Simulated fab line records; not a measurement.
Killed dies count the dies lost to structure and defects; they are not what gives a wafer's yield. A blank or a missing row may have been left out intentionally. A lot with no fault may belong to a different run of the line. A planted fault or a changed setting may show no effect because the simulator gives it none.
Which of the tools did it? / flow sky130 / 12 lots, 36 wafers sampled, at 1 step of a route of 708

WHAT THE GAUGES SHOWED, per wafer
SKY_CONTACT_CD_MEAS_14: target cd 170 nm.
lot=L075; measured=day 31 23:37; on=cdSem-01; cdNm (nm)=171.5 170.2 170.1
lot=L077; measured=day 32 10:49; on=cdSem-01; cdNm (nm)=169.1 170.0 169.7
lot=L079; measured=day 32 23:28; on=cdSem-02; cdNm (nm)=167.1 167.8 167.9
lot=L081; measured=day 34 07:25; on=cdSem-01; cdNm (nm)=170.5 169.2 169.7
lot=L083; measured=day 35 07:15; on=cdSem-02; cdNm (nm)=168.8 169.6 168.4
lot=L084; measured=day 35 13:58; on=cdSem-01; cdNm (nm)=172.7 171.7 171.5
lot=L088; measured=day 36 07:02; on=cdSem-01; cdNm (nm)=169.8 171.0 172.2
lot=L090; measured=day 37 03:59; on=cdSem-02; cdNm (nm)=171.5 171.6 171.7
lot=L091; measured=day 37 14:16; on=cdSem-02; cdNm (nm)=169.8 170.8 168.9
lot=L093; measured=day 37 17:02; on=cdSem-01; cdNm (nm)=168.9 169.8 168.2
lot=L094; measured=day 38 04:23; on=cdSem-02; cdNm (nm)=173.1 172.6 172.0
lot=L097; measured=day 38 17:19; on=cdSem-02; cdNm (nm)=170.7 170.2 170.8

EACH LOT AND THE TOOL THAT RAN IT (in order: tool; ch and the chambers of the sampled wafers; start)
There is no process step in the record ahead of these readings.

THE ANSWER, worked out from the rows above alone
Rule: the lots themselves supply what counts as usual. Put in order of their means at a reading, lots are off if they are a third of the lots or fewer, leave a main group of 4 or more, and stand apart from it by a gap of 3 or more times the standard deviation of the main group's means; of several such gaps the widest counts. If all means in a main group match to the digits the tables above print for the reading, that group is not used. Also off: a lot with no number at a reading for which 4 or more lots have one. Any other lot the step has rows for is counted as sound.
None of the lots is off at any reading shown; this tells nothing.

WHAT WAS PUT IN BY THE SIMULATOR
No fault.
